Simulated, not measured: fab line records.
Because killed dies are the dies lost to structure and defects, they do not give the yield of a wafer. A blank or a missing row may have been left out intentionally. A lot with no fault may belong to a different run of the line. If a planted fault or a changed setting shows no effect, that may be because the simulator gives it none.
fab line records -- flow sky130
record: lots: 24, wafers: 72, last-day: 50
route steps=708 shown CONTACT@430 METAL1@452 VIA1@473 METAL2@483 CAPM@537
lots untouched by any fault: they come from a run of this same line in which no faults occurred
start-h: the number of hours between the record's first day and the start of the first shown wafer of the lot -- wait-h: time in hours since the lot's previous step -- " identical to the entry in the row above -- L1.1+2: several wafers, shown together as one row -- - no value, or no start was given -- * or withheld: withheld -- < > ~ a bound
route shown NAME@n: names a module that has steps shown in the file, with the first one's number in the route -- usual: mean/standard deviation taken from wafers without a fault -- same: alike in all rows -- chamber/n: place in a boat -- sites: readings site by site -- _std_site: standard deviation across them -- _edge_site: outer sites' mean less inner sites' -- radius-mm: how far each site lies from the wafer's centre -- mask NAME#n: copy n -- behind: tool/chamber where the wafer was last shaped -- hold: cause of the lot's hold/its duration in hours/its outcome -- device: names the non-switching transistor (n, p or np) -- end of line: at the end of the route, the tests of the same wafers -- a step given without rows: its recipe and nothing more -- killed: count of dies lost to structure and defects at first sort (not the wafer's yield) -- map: a wafer's dies, x killed, . not, _ none there
set.NAME: the setting as run; set.NAME@STEP: as run at that earlier step -- model.NAME: the simulator's own value behind a step, which no gauge read
steps of the route over a sample of lots; a table a step, a row a wafer
services: when a tool's chamber went out of use (start-h, in hours from the record's first day, below 0 if earlier), for how many hours, and the reason
== steps ==
step: SKY_CONTACT_CVD_24
recipe: material: W, target-thk-nm: 340, time-s: 102.12, temp-c: 400, pressure-torr: 40
usual: heater-power-w: 855/78
lot.wafer,tool,chamber,start-h,wait-h,heater-power-w
L074.2,cvd-w-02,0,747.97,0.0,934
L074.3,cvd-w-02,0,747.97,0.0,957
L074.5,cvd-w-02,0,747.97,0.0,962
L075.1,cvd-w-01,0,751.31,0.0,817
L075.2,cvd-w-01,1,751.31,0.0,884
L075.3,cvd-w-01,0,751.31,0.0,862
L076.2,cvd-w-01,0,755.55,0.0,825
L076.3,cvd-w-01,1,755.55,0.0,892
L076.4,cvd-w-01,0,755.55,0.0,811
L077.1,cvd-w-02,0,758.57,0.0,940
L077.4,cvd-w-02,0,758.57,0.0,939
L077.5,cvd-w-02,0,758.57,0.0,959
L078.1,cvd-w-01,0,760.11,0.0,840
L078.2,cvd-w-01,1,760.11,0.0,861
L078.4,cvd-w-01,0,760.11,0.0,817
L080.2,cvd-w-02,0,783.73,0.0,956
L080.3,cvd-w-02,1,783.73,0.0,741
L080.5,cvd-w-02,0,783.73,0.0,939
L079.1,cvd-w-02,1,785.61,0.0,749
L079.2,cvd-w-02,0,785.61,0.0,934
L079.5,cvd-w-02,1,785.61,0.0,759
L081.3,cvd-w-02,0,789.73,0.1,954
L081.4,cvd-w-02,1,789.73,0.1,746
L081.5,cvd-w-02,1,789.73,0.1,741
L082.3,cvd-w-02,1,796.81,0.1,761
L082.5,cvd-w-02,1,796.81,0.1,745
L082.6,cvd-w-02,0,796.81,0.1,958
L083.1,cvd-w-01,0,808.31,0.0,829
L083.2,cvd-w-01,1,808.31,0.0,900
L083.6,cvd-w-01,0,808.31,0.0,840
L084.1,cvd-w-01,1,820.55,0.0,874
L084.2,cvd-w-01,0,820.55,0.0,848
L084.4,cvd-w-01,1,820.55,0.0,883
L085.1,cvd-w-02,0,830.96,0.0,956
L085.2,cvd-w-02,1,830.96,0.0,730
L085.6,cvd-w-02,1,830.96,0.0,760
L086.3,cvd-w-01,1,836.24,0.1,905
L086.4,cvd-w-01,0,836.24,0.1,815
L086.5,cvd-w-01,0,836.24,0.1,821
L087.1,cvd-w-02,0,842.21,0.0,974
L087.3,cvd-w-02,1,842.21,0.0,753
L087.5,cvd-w-02,0,842.21,0.0,928
L088.1,cvd-w-02,1,845.09,0.0,748
L088.3,cvd-w-02,1,845.09,0.0,772
L088.6,cvd-w-02,0,845.09,0.0,942
L089.1,cvd-w-01,1,850.41,0.0,897
L089.2,cvd-w-01,0,850.41,0.0,850
L089.6,cvd-w-01,0,850.41,0.0,837
L090.4,cvd-w-02,0,861.83,0.1,952
L090.5,cvd-w-02,1,861.83,0.1,739
L090.6,cvd-w-02,0,861.83,0.1,964
L091.2,cvd-w-02,0,864.57,0.0,951
L091.4,cvd-w-02,0,864.57,0.0,972
L091.6,cvd-w-02,0,864.57,0.0,961
L092.2,cvd-w-01,0,878.89,0.0,851
L092.3,cvd-w-01,0,878.89,0.0,860
L092.5,cvd-w-01,1,878.89,0.0,898
L093.4,cvd-w-02,1,888.28,0.1,749
L093.5,cvd-w-02,0,888.28,0.1,950
L093.6,cvd-w-02,1,888.28,0.1,756
L094.2,cvd-w-01,0,888.96,0.0,840
L094.4,cvd-w-01,1,888.96,0.0,896
L094.6,cvd-w-01,1,888.96,0.0,886
L095.1,cvd-w-02,0,896.03,0.0,957
L095.3,cvd-w-02,0,896.03,0.0,941
L095.6,cvd-w-02,1,896.03,0.0,747
L096.1,cvd-w-01,1,898.35,0.0,902
L096.3,cvd-w-01,1,898.35,0.0,878
L096.5,cvd-w-01,1,898.35,0.0,869
L097.1,cvd-w-01,0,909.16,0.0,841
L097.2,cvd-w-01,1,909.16,0.0,907
L097.6,cvd-w-01,1,909.16,0.0,916
step: SKY_METAL1_ETCH_18
recipe: chemistry: N2/H2, target: BARC, ion-energy-ev: 200, bias-w: 100, pressure-mtorr: 30, n2-flow-sccm: 100, h2-flow-sccm: 200, icp-w: 500, stop-on: SiO2, time-s: 45.9, target-depth-a: 600
usual: drypump-motor-current-A: 5.4/0.62, n2-flow-sccm: 99.97/0.29, oes-product-au: 0.855/0.0042, throttle-valve-pct: 13.225/0.0086
lot.wafer,tool,chamber,start-h,wait-h,drypump-motor-current-A,n2-flow-sccm,oes-product-au,rf-hours-counter-h,throttle-valve-pct
L074.2,rie-metal-02,0,776.01,0.0,5.1,100.20,0.855,10,13.242
L074.3,rie-metal-02,1,776.01,0.0,5.3,100.06,0.854,-,13.227
L074.5,rie-metal-02,1,776.01,0.0,5.3,100.18,0.863,-,13.228
L075.1,rie-metal-02,0,779.49,0.0,5.1,100.50,0.849,10,13.230
L075.2,rie-metal-02,1,779.49,0.0,5.3,100.20,0.858,13,13.214
L075.3,rie-metal-02,0,779.49,0.0,5.1,99.83,0.855,-,13.228
L076.2,rie-metal-04,1,783.39,0.0,4.7,99.92,0.863,2,13.236
L076.3,rie-metal-04,0,783.39,0.0,6.1,99.37,0.856,-,13.223
L076.4,rie-metal-04,1,783.39,0.0,4.7,99.86,0.856,-,13.229
L077.1,rie-metal-02,0,785.50,0.0,5.1,99.57,0.859,10,13.230
L077.4,rie-metal-02,1,785.50,0.0,5.3,99.78,0.856,-,13.240
L077.5,rie-metal-02,1,785.50,0.0,5.3,99.47,0.849,-,13.225
L078.1,rie-metal-03,1,787.11,0.0,6.6,99.79,0.858,5,13.231
L078.2,rie-metal-03,0,787.11,0.0,5.1,100.01,0.848,2,13.239
L078.4,rie-metal-03,1,787.11,0.0,6.7,99.87,0.847,-,13.217
L080.2,rie-metal-02,0,810.30,0.0,5.2,99.99,0.848,11,13.229
L080.3,rie-metal-02,0,810.30,0.0,5.1,100.15,0.850,-,13.229
L080.5,rie-metal-02,1,810.30,0.0,5.3,99.93,0.850,-,13.225
L079.1,rie-metal-03,0,811.79,0.0,5.1,100.09,0.862,2,13.217
L079.2,rie-metal-03,1,811.79,0.0,6.6,99.71,0.857,6,13.229
L079.5,rie-metal-03,0,811.79,0.0,5.1,100.46,0.857,-,13.223
L081.3,rie-metal-04,0,817.21,0.0,6.1,99.67,0.859,-,13.216
L081.4,rie-metal-04,1,817.21,0.0,4.7,99.66,0.851,-,13.236
L081.5,rie-metal-04,0,817.21,0.0,6.1,99.52,0.855,-,13.218
L082.3,rie-metal-02,0,823.41,0.0,5.1,100.30,0.858,-,13.208
L082.5,rie-metal-02,0,823.41,0.0,5.1,100.09,0.860,-,13.219
L082.6,rie-metal-02,1,823.41,0.0,5.3,100.11,0.858,-,13.230
L083.1,rie-metal-02,0,835.56,0.0,5.1,100.10,0.851,12,13.225
L083.2,rie-metal-02,1,835.56,0.0,5.3,99.47,0.855,15,13.218
L083.6,rie-metal-02,0,835.56,0.0,5.2,100.42,0.856,-,13.230
L084.1,rie-metal-02,0,847.55,0.0,5.1,99.78,0.854,13,13.228
L084.2,rie-metal-02,1,847.55,0.0,5.3,99.41,0.857,15,13.228
L084.4,rie-metal-02,0,847.55,0.0,5.1,100.27,0.856,-,13.233
L085.1,rie-metal-03,1,857.71,0.0,6.7,100.18,0.856,8,13.217
L085.2,rie-metal-03,0,857.71,0.0,5.1,99.82,0.855,4,13.224
L085.6,rie-metal-03,1,857.71,0.0,6.6,99.90,0.860,-,13.238
L086.3,rie-metal-03,0,863.33,0.0,5.0,99.82,0.852,-,13.240
L086.4,rie-metal-03,1,863.33,0.0,6.6,99.75,0.848,-,13.218
L086.5,rie-metal-03,1,863.33,0.0,6.6,99.67,0.852,-,13.225
L087.1,rie-metal-04,0,869.39,0.0,6.1,99.75,0.860,11,13.224
L087.3,rie-metal-04,1,869.39,0.0,4.7,99.88,0.852,-,13.231
L087.5,rie-metal-04,1,869.39,0.0,4.7,99.96,0.858,-,13.232
L088.1,rie-metal-03,1,872.41,0.0,6.7,100.02,0.846,8,13.229
L088.3,rie-metal-03,1,872.41,0.0,6.7,99.75,0.859,-,13.209
L088.6,rie-metal-03,0,872.41,0.0,5.1,100.01,0.856,-,13.229
L089.1,rie-metal-03,0,877.32,0.0,5.1,100.23,0.853,5,13.219
L089.2,rie-metal-03,1,877.32,0.0,6.7,99.89,0.857,9,13.238
L089.6,rie-metal-03,1,877.32,0.0,6.6,99.99,0.857,-,13.216
L090.4,rie-metal-02,0,888.46,0.0,5.1,99.92,0.859,-,13.231
L090.5,rie-metal-02,0,888.46,0.0,5.1,99.92,0.853,-,13.223
L090.6,rie-metal-02,1,888.46,0.0,5.3,99.71,0.849,-,13.245
L091.2,rie-metal-02,0,891.56,0.0,5.2,100.21,0.860,14,13.214
L091.4,rie-metal-02,1,891.56,0.0,5.3,99.98,0.856,-,13.213
L091.6,rie-metal-02,0,891.56,0.0,5.2,99.67,0.855,-,13.242
L092.2,rie-metal-04,0,905.11,0.0,6.1,99.80,0.854,12,13.234
L092.3,rie-metal-04,0,905.11,0.0,6.1,100.12,0.854,-,13.220
L092.5,rie-metal-04,1,905.11,0.0,4.7,100.21,0.852,-,13.214
L093.4,rie-metal-02,1,914.66,0.0,5.3,100.10,0.854,-,13.214
L093.5,rie-metal-02,1,914.66,0.0,5.3,100.38,0.861,-,13.222
L093.6,rie-metal-02,0,914.66,0.0,5.2,100.45,0.853,-,13.206
L094.2,rie-metal-04,0,914.70,0.0,6.1,99.79,0.862,13,13.228
L094.4,rie-metal-04,1,914.70,0.0,4.7,99.84,0.859,-,13.232
L094.6,rie-metal-04,1,914.70,0.0,4.7,99.92,0.849,-,13.227
L095.1,rie-metal-04,0,922.35,0.0,6.1,100.02,0.856,13,13.223
L095.3,rie-metal-04,0,922.35,0.0,6.1,100.05,0.857,-,13.225
L095.6,rie-metal-04,1,922.35,0.0,4.7,100.50,0.852,-,13.222
L096.1,rie-metal-04,1,924.09,0.0,4.7,100.10,0.861,8,13.225
L096.3,rie-metal-04,1,924.09,0.0,4.7,100.10,0.859,-,13.216
L096.5,rie-metal-04,1,924.09,0.0,4.7,99.82,0.860,-,13.215
L097.1,rie-metal-04,1,935.35,0.0,4.7,100.05,0.849,8,13.233
L097.2,rie-metal-04,0,935.35,0.0,6.1,100.33,0.865,14,13.228
L097.6,rie-metal-04,1,935.35,0.0,4.7,99.57,0.857,-,13.221
step: SKY_VIA1_ETCH_15
recipe: target: SiO2, chemistry: C4F8/O2/Ar, target-depth-nm: 351, stop-on: TiN, mask-material: KrF-thick, source-w: 1500, bias-w: 1200, pressure-mtorr: 40, c4f8-flow-sccm: withheld, O2_flow_sccm: 6, Ar_flow_sccm: 300, time-s: 54
usual: oes-product-au: 0.981/0.0065
lot.wafer,tool,chamber,start-h,wait-h,oes-product-au,rf-hours-counter-h
L074.2,rie-diel-04,2,804.25,0.0,0.987,4
L074.3,rie-diel-04,3,804.25,0.0,0.980,23
L074.5,rie-diel-04,1,804.25,0.0,0.972,-
L075.1,rie-diel-03,1,807.88,0.0,0.977,5
L075.2,rie-diel-03,3,807.88,0.0,0.971,4
L075.3,rie-diel-03,2,807.88,0.0,0.968,18
L076.2,rie-diel-01,2,810.80,0.0,0.980,17
L076.3,rie-diel-01,3,810.80,0.0,0.974,6
L076.4,rie-diel-01,0,810.80,0.0,0.983,11
L077.1,rie-diel-01,0,813.08,0.0,0.983,11
L077.4,rie-diel-01,2,813.08,0.0,0.983,17
L077.5,rie-diel-01,0,813.08,0.0,0.989,-
L078.1,rie-diel-01,2,815.60,0.0,0.988,18
L078.2,rie-diel-01,1,815.60,0.0,0.986,20
L078.4,rie-diel-01,3,815.60,0.0,0.976,7
L080.2,rie-diel-01,0,837.76,0.0,0.985,12
L080.3,rie-diel-01,2,837.76,0.0,0.992,18
L080.5,rie-diel-01,2,837.76,0.0,0.995,-
L079.1,rie-diel-01,1,839.48,0.0,0.990,21
L079.2,rie-diel-01,0,839.48,0.0,0.984,12
L079.5,rie-diel-01,2,839.48,0.0,0.987,-
L081.3,rie-diel-01,1,844.68,0.0,0.980,21
L081.4,rie-diel-01,3,844.68,0.0,0.971,7
L081.5,rie-diel-01,3,844.68,0.0,0.972,-
L082.3,rie-diel-01,3,851.51,0.0,0.979,8
L082.5,rie-diel-01,1,851.51,0.0,0.990,-
L082.6,rie-diel-01,2,851.51,0.0,0.973,-
L083.1,rie-diel-04,3,863.35,0.0,0.976,24
L083.2,rie-diel-04,1,863.35,0.0,0.966,7
L083.6,rie-diel-04,0,863.35,0.0,0.993,-
L084.1,rie-diel-01,1,874.56,0.0,0.981,22
L084.2,rie-diel-01,3,874.56,0.0,0.980,8
L084.4,rie-diel-01,0,874.56,0.0,0.987,13
L085.1,rie-diel-03,0,884.69,0.0,0.981,8
L085.2,rie-diel-03,3,884.69,0.0,0.983,6
L085.6,rie-diel-03,1,884.69,0.0,0.977,-
L086.3,rie-diel-01,0,890.18,0.0,0.984,14
L086.4,rie-diel-01,1,890.18,0.0,0.971,23
L086.5,rie-diel-01,1,890.18,0.0,0.985,-
L087.1,rie-diel-01,3,896.37,0.0,0.979,9
L087.3,rie-diel-01,0,896.37,0.0,0.989,14
L087.5,rie-diel-01,0,896.37,0.0,0.976,-
L088.1,rie-diel-01,0,899.46,0.0,0.978,14
L088.3,rie-diel-01,1,899.46,0.0,0.990,23
L088.6,rie-diel-01,3,899.46,0.0,0.979,-
L089.1,rie-diel-01,1,904.35,0.0,0.974,23
L089.2,rie-diel-01,0,904.35,0.0,0.981,14
L089.6,rie-diel-01,2,904.35,0.0,0.984,-
L090.4,rie-diel-04,1,915.00,0.0,0.973,9
L090.5,rie-diel-04,0,915.00,0.0,0.977,-
L090.6,rie-diel-04,1,915.00,0.0,0.976,-
L091.2,rie-diel-04,3,917.87,0.0,0.983,26
L091.4,rie-diel-04,1,917.87,0.0,0.978,9
L091.6,rie-diel-04,0,917.87,0.0,0.981,-
L092.2,rie-diel-04,3,931.30,0.0,0.980,26
L092.3,rie-diel-04,0,931.30,0.0,0.983,14
L092.5,rie-diel-04,2,931.30,0.0,0.987,-
L093.4,rie-diel-01,2,939.82,0.0,0.995,22
L093.5,rie-diel-01,3,939.82,0.0,0.969,-
L093.6,rie-diel-01,0,939.82,0.0,0.988,-
L094.2,rie-diel-04,1,940.77,0.0,0.983,10
L094.4,rie-diel-04,3,940.77,0.0,0.976,27
L094.6,rie-diel-04,2,940.77,0.0,0.991,-
L095.1,rie-diel-04,0,948.03,0.0,0.992,15
L095.3,rie-diel-04,1,948.03,0.0,0.980,10
L095.6,rie-diel-04,1,948.03,0.0,0.986,-
L096.1,rie-diel-04,2,950.02,0.0,0.984,8
L096.3,rie-diel-04,1,950.02,0.0,0.978,10
L096.5,rie-diel-04,1,950.02,0.0,0.978,-
L097.1,rie-diel-01,0,961.13,0.0,0.980,15
L097.2,rie-diel-01,1,961.13,0.0,0.984,24
L097.6,rie-diel-01,1,961.13,0.0,0.988,-
step: SKY_METAL2_SPUTTER_00
recipe: material: Ti, target-thk-nm: 15, power-w: 3000, time-s: 10, chamber-pressure-pa: 0.4
usual: throttle-valve-pct: 30.4/1.3
lot.wafer,tool,chamber,start-h,wait-h,throttle-valve-pct
L074.2,pvd-sputter-01,-,805.69,0.2,31.1
L074.3,pvd-sputter-01,-,805.69,0.2,30.8
L074.5,pvd-sputter-01,-,805.69,0.2,30.6
L075.1,pvd-sputter-02,-,809.15,0.2,29.9
L075.2,pvd-sputter-02,-,809.15,0.2,29.6
L075.3,pvd-sputter-02,-,809.15,0.2,27.1
L076.2,pvd-sputter-01,-,812.08,0.1,30.9
L076.3,pvd-sputter-01,-,812.08,0.1,30.7
L076.4,pvd-sputter-01,-,812.08,0.1,32.0
L077.1,pvd-sputter-01,-,814.35,0.1,30.6
L077.4,pvd-sputter-01,-,814.35,0.1,31.1
L077.5,pvd-sputter-01,-,814.35,0.1,31.1
L078.1,pvd-sputter-02,-,816.91,0.2,29.4
L078.2,pvd-sputter-02,-,816.91,0.2,29.6
L078.4,pvd-sputter-02,-,816.91,0.2,30.0
L080.2,pvd-sputter-04,-,839.10,0.1,31.5
L080.3,pvd-sputter-04,-,839.10,0.1,31.4
L080.5,pvd-sputter-04,-,839.10,0.1,31.6
L079.1,pvd-sputter-01,-,840.86,0.2,31.8
L079.2,pvd-sputter-01,-,840.86,0.2,31.0
L079.5,pvd-sputter-01,-,840.86,0.2,30.9
L081.3,pvd-sputter-04,-,845.95,0.1,29.5
L081.4,pvd-sputter-04,-,845.95,0.1,31.2
L081.5,pvd-sputter-04,-,845.95,0.1,31.4
L082.3,pvd-sputter-01,-,852.79,0.1,30.4
L082.5,pvd-sputter-01,-,852.79,0.1,31.1
L082.6,pvd-sputter-01,-,852.79,0.1,30.4
L083.1,pvd-sputter-04,-,864.72,0.1,31.6
L083.2,pvd-sputter-04,-,864.72,0.1,31.7
L083.6,pvd-sputter-04,-,864.72,0.1,31.2
L084.1,pvd-sputter-01,-,875.84,0.1,31.2
L084.2,pvd-sputter-01,-,875.84,0.1,31.3
L084.4,pvd-sputter-01,-,875.84,0.1,30.7
L085.1,pvd-sputter-02,-,886.06,0.1,29.6
L085.2,pvd-sputter-02,-,886.06,0.1,26.9
L085.6,pvd-sputter-02,-,886.06,0.1,30.1
L086.3,pvd-sputter-02,-,891.45,0.1,29.7
L086.4,pvd-sputter-02,-,891.45,0.1,29.9
L086.5,pvd-sputter-02,-,891.45,0.1,26.7
L087.1,pvd-sputter-02,-,897.67,0.2,29.6
L087.3,pvd-sputter-02,-,897.67,0.2,29.8
L087.5,pvd-sputter-02,-,897.67,0.2,27.0
L088.1,pvd-sputter-02,-,900.83,0.2,29.6
L088.3,pvd-sputter-02,-,900.83,0.2,29.6
L088.6,pvd-sputter-02,-,900.83,0.2,29.8
L089.1,pvd-sputter-01,-,905.64,0.1,30.9
L089.2,pvd-sputter-01,-,905.64,0.1,30.8
L089.6,pvd-sputter-01,-,905.64,0.1,31.1
L090.4,pvd-sputter-04,-,916.30,0.2,29.3
L090.5,pvd-sputter-04,-,916.30,0.2,31.2
L090.6,pvd-sputter-04,-,916.30,0.2,31.5
L091.2,pvd-sputter-01,-,919.17,0.1,31.0
L091.4,pvd-sputter-01,-,919.17,0.1,31.1
L091.6,pvd-sputter-01,-,919.17,0.1,30.7
L092.2,pvd-sputter-04,-,932.57,0.1,31.5
L092.3,pvd-sputter-04,-,932.57,0.1,31.5
L092.5,pvd-sputter-04,-,932.57,0.1,29.7
L093.4,pvd-sputter-04,-,941.09,0.2,29.3
L093.5,pvd-sputter-04,-,941.09,0.2,31.7
L093.6,pvd-sputter-04,-,941.09,0.2,29.1
L094.2,pvd-sputter-01,-,942.04,0.1,31.0
L094.4,pvd-sputter-01,-,942.04,0.1,31.1
L094.6,pvd-sputter-01,-,942.04,0.1,30.9
L095.1,pvd-sputter-04,-,949.34,0.1,31.3
L095.3,pvd-sputter-04,-,949.34,0.1,31.5
L095.6,pvd-sputter-04,-,949.34,0.1,30.9
L096.1,pvd-sputter-04,-,951.29,0.2,31.6
L096.3,pvd-sputter-04,-,951.29,0.2,31.6
L096.5,pvd-sputter-04,-,951.29,0.2,32.0
L097.1,pvd-sputter-02,-,962.40,0.1,29.5
L097.2,pvd-sputter-02,-,962.40,0.1,29.9
L097.6,pvd-sputter-02,-,962.40,0.1,30.3
step: SKY_METAL2_SPUTTER_01
recipe: material: TiN, target-thk-nm: 20, power-w: 6500, time-s: 16.7, chamber-pressure-pa: 0.4
usual: throttle-valve-pct: 30.4/1.3
lot.wafer,tool,chamber,start-h,wait-h,throttle-valve-pct
L074.2,pvd-sputter-01,-,805.71,0.0,30.6
L074.3,pvd-sputter-01,-,805.71,0.0,30.6
L074.5,pvd-sputter-01,-,805.71,0.0,30.7
L075.1,pvd-sputter-02,-,809.17,0.0,30.1
L075.2,pvd-sputter-02,-,809.17,0.0,29.7
L075.3,pvd-sputter-02,-,809.17,0.0,26.8
L076.2,pvd-sputter-01,-,812.10,0.0,30.8
L076.3,pvd-sputter-01,-,812.10,0.0,30.6
L076.4,pvd-sputter-01,-,812.10,0.0,31.9
L077.1,pvd-sputter-01,-,814.38,0.0,30.8
L077.4,pvd-sputter-01,-,814.38,0.0,31.0
L077.5,pvd-sputter-01,-,814.38,0.0,30.9
L078.1,pvd-sputter-02,-,816.93,0.0,29.4
L078.2,pvd-sputter-02,-,816.93,0.0,29.7
L078.4,pvd-sputter-02,-,816.93,0.0,29.9
L080.2,pvd-sputter-04,-,839.12,0.0,31.5
L080.3,pvd-sputter-04,-,839.12,0.0,31.3
L080.5,pvd-sputter-04,-,839.12,0.0,31.8
L079.1,pvd-sputter-01,-,840.88,0.0,31.7
L079.2,pvd-sputter-01,-,840.88,0.0,31.0
L079.5,pvd-sputter-01,-,840.88,0.0,30.8
L081.3,pvd-sputter-04,-,845.97,0.0,29.5
L081.4,pvd-sputter-04,-,845.97,0.0,31.5
L081.5,pvd-sputter-04,-,845.97,0.0,31.4
L082.3,pvd-sputter-01,-,852.81,0.0,30.5
L082.5,pvd-sputter-01,-,852.81,0.0,31.0
L082.6,pvd-sputter-01,-,852.81,0.0,30.8
L083.1,pvd-sputter-04,-,864.74,0.0,31.7
L083.2,pvd-sputter-04,-,864.74,0.0,31.3
L083.6,pvd-sputter-04,-,864.74,0.0,31.7
L084.1,pvd-sputter-01,-,875.86,0.0,31.1
L084.2,pvd-sputter-01,-,875.86,0.0,30.8
L084.4,pvd-sputter-01,-,875.86,0.0,30.4
L085.1,pvd-sputter-02,-,886.08,0.0,29.7
L085.2,pvd-sputter-02,-,886.08,0.0,26.8
L085.6,pvd-sputter-02,-,886.08,0.0,29.8
L086.3,pvd-sputter-02,-,891.47,0.0,29.8
L086.4,pvd-sputter-02,-,891.47,0.0,29.9
L086.5,pvd-sputter-02,-,891.47,0.0,26.8
L087.1,pvd-sputter-02,-,897.70,0.0,29.5
L087.3,pvd-sputter-02,-,897.70,0.0,30.0
L087.5,pvd-sputter-02,-,897.70,0.0,26.7
L088.1,pvd-sputter-02,-,900.85,0.0,29.7
L088.3,pvd-sputter-02,-,900.85,0.0,29.8
L088.6,pvd-sputter-02,-,900.85,0.0,29.9
L089.1,pvd-sputter-01,-,905.66,0.0,30.8
L089.2,pvd-sputter-01,-,905.66,0.0,30.6
L089.6,pvd-sputter-01,-,905.66,0.0,31.1
L090.4,pvd-sputter-04,-,916.32,0.0,29.8
L090.5,pvd-sputter-04,-,916.32,0.0,31.2
L090.6,pvd-sputter-04,-,916.32,0.0,31.4
L091.2,pvd-sputter-01,-,919.19,0.0,31.1
L091.4,pvd-sputter-01,-,919.19,0.0,31.4
L091.6,pvd-sputter-01,-,919.19,0.0,30.6
L092.2,pvd-sputter-04,-,932.60,0.0,31.5
L092.3,pvd-sputter-04,-,932.60,0.0,31.2
L092.5,pvd-sputter-04,-,932.60,0.0,29.7
L093.4,pvd-sputter-04,-,941.11,0.0,29.5
L093.5,pvd-sputter-04,-,941.11,0.0,31.4
L093.6,pvd-sputter-04,-,941.11,0.0,29.5
L094.2,pvd-sputter-01,-,942.06,0.0,31.1
L094.4,pvd-sputter-01,-,942.06,0.0,30.8
L094.6,pvd-sputter-01,-,942.06,0.0,31.2
L095.1,pvd-sputter-04,-,949.37,0.0,31.3
L095.3,pvd-sputter-04,-,949.37,0.0,31.6
L095.6,pvd-sputter-04,-,949.37,0.0,31.4
L096.1,pvd-sputter-04,-,951.31,0.0,31.6
L096.3,pvd-sputter-04,-,951.31,0.0,31.8
L096.5,pvd-sputter-04,-,951.31,0.0,31.7
L097.1,pvd-sputter-02,-,962.42,0.0,29.7
L097.2,pvd-sputter-02,-,962.42,0.0,30.3
L097.6,pvd-sputter-02,-,962.42,0.0,30.2
step: SKY_CAPM_CVD_00
recipe: material: SiO2, target-thk-nm: 15.5, temp-c: 400, time-s: withheld, rf-w: 450
usual: heater-power-w: 699/130
lot.wafer,tool,chamber,start-h,wait-h,heater-power-w
L074.2,pecvd-04,0,861.55,0.0,659
L074.3,pecvd-04,2,861.55,0.0,555
L074.5,pecvd-04,0,861.55,0.0,671
L075.1,pecvd-04,1,864.98,0.0,749
L075.2,pecvd-04,2,864.98,0.0,621
L075.3,pecvd-04,0,864.98,0.0,765
L076.2,pecvd-01,2,867.65,0.0,783
L076.3,pecvd-01,0,867.65,0.0,734
L076.4,pecvd-01,1,867.65,0.0,547
L077.1,pecvd-04,0,870.05,0.0,788
L077.4,pecvd-04,2,870.05,0.0,622
L077.5,pecvd-04,1,870.05,0.0,788
L078.1,pecvd-01,2,872.60,0.0,690
L078.2,pecvd-01,0,872.60,0.0,688
L078.4,pecvd-01,0,872.60,0.0,681
L080.2,pecvd-01,0,893.81,0.0,716
L080.3,pecvd-01,1,893.81,0.0,502
L080.5,pecvd-01,1,893.81,0.0,515
L079.1,pecvd-04,0,896.17,0.0,726
L079.2,pecvd-04,1,896.17,0.0,683
L079.5,pecvd-04,1,896.17,0.0,648
L081.3,pecvd-01,0,900.68,0.0,671
L081.4,pecvd-01,1,900.68,0.0,430
L081.5,pecvd-01,2,900.68,0.0,766
L082.3,pecvd-01,1,907.42,0.0,532
L082.5,pecvd-01,2,907.42,0.0,784
L082.6,pecvd-01,1,907.42,0.0,539
L083.1,pecvd-04,0,918.21,0.0,720
L083.2,pecvd-04,2,918.21,0.0,645
L083.6,pecvd-04,1,918.21,0.0,718
L084.1,pecvd-01,2,928.49,0.0,766
L084.2,pecvd-01,0,928.49,0.0,617
L084.4,pecvd-01,0,928.49,0.0,613
L085.1,pecvd-03,2,939.95,0.0,1031
L085.2,pecvd-03,1,939.95,0.0,529
L085.6,pecvd-03,1,939.95,0.0,534
L086.3,pecvd-03,1,944.86,0.0,610
L086.4,pecvd-03,1,944.86,0.0,632
L086.5,pecvd-03,2,944.86,0.0,1014
L087.1,pecvd-03,0,950.38,0.0,875
L087.3,pecvd-03,1,950.38,0.0,583
L087.5,pecvd-03,2,950.38,0.0,1014
L088.1,pecvd-03,1,953.01,0.0,586
L088.3,pecvd-03,2,953.01,0.0,1041
L088.6,pecvd-03,0,953.01,0.0,707
L089.1,pecvd-01,2,957.58,0.0,704
L089.2,pecvd-01,0,957.58,0.0,734
L089.6,pecvd-01,1,957.58,0.0,541
L090.4,pecvd-01,0,967.72,0.0,711
L090.5,pecvd-01,2,967.72,0.0,759
L090.6,pecvd-01,1,967.72,0.0,490
L091.2,pecvd-04,2,971.28,0.0,538
L091.4,pecvd-04,0,971.28,0.0,749
L091.6,pecvd-04,2,971.28,0.0,550
L092.2,pecvd-04,1,983.85,0.0,713
L092.3,pecvd-04,0,983.85,0.0,732
L092.5,pecvd-04,1,983.85,0.0,712
L093.4,pecvd-04,1,992.13,0.0,705
L093.5,pecvd-04,2,992.13,0.0,563
L093.6,pecvd-04,0,992.13,0.0,801
L094.2,pecvd-01,0,993.35,0.0,719
L094.4,pecvd-01,1,993.35,0.0,525
L094.6,pecvd-01,2,993.35,0.0,780
L095.1,pecvd-04,1,1000.33,0.0,738
L095.3,pecvd-04,2,1000.33,0.0,663
L095.6,pecvd-04,1,1000.33,0.0,749
L096.1,pecvd-03,2,1001.80,0.0,972
L096.3,pecvd-03,2,1001.80,0.0,986
L096.5,pecvd-03,0,1001.80,0.0,759
L097.1,pecvd-01,1,1012.85,0.0,530
L097.2,pecvd-01,2,1012.85,0.0,781
L097.6,pecvd-01,2,1012.85,0.0,780
== services ==
tool,chamber,start-h,hours,kind
rie-diel-01,1,725.79,14.4,repair
rie-metal-02,0,740.81,18.2,repair
pecvd-01,-,754.71,0.5,repair
rie-diel-01,0,757.15,8.7,repair
rie-diel-04,3,762.48,2.7,repair
cvd-w-02,-,771.06,1.6,repair
cvd-w-01,-,775.66,28.1,pm
rie-diel-04,-,778.18,0.8,repair
cvd-w-02,-,779.96,0.8,repair
pvd-sputter-02,-,812.56,2.7,repair
pvd-sputter-01,-,835.41,3.3,repair
rie-diel-04,-,837.69,2.3,repair
pvd-sputter-04,-,886.14,12.2,repair
pvd-sputter-04,-,902.64,3.2,repair
rie-metal-02,-,903.07,0.6,repair
cvd-w-02,-,904.00,14.0,pm
pvd-sputter-01,-,908.89,2.0,repair
rie-diel-04,-,942.14,4.3,pm
cvd-w-02,-,961.55,14.6,pm
pvd-sputter-02,-,964.05,6.7,repair
rie-metal-02,1,976.48,4.3,repair
pvd-sputter-02,-,985.63,2.1,repair
cvd-w-02,-,997.14,1.5,repair
pecvd-04,1,1006.11,6.4,repair
== key ==
fault none
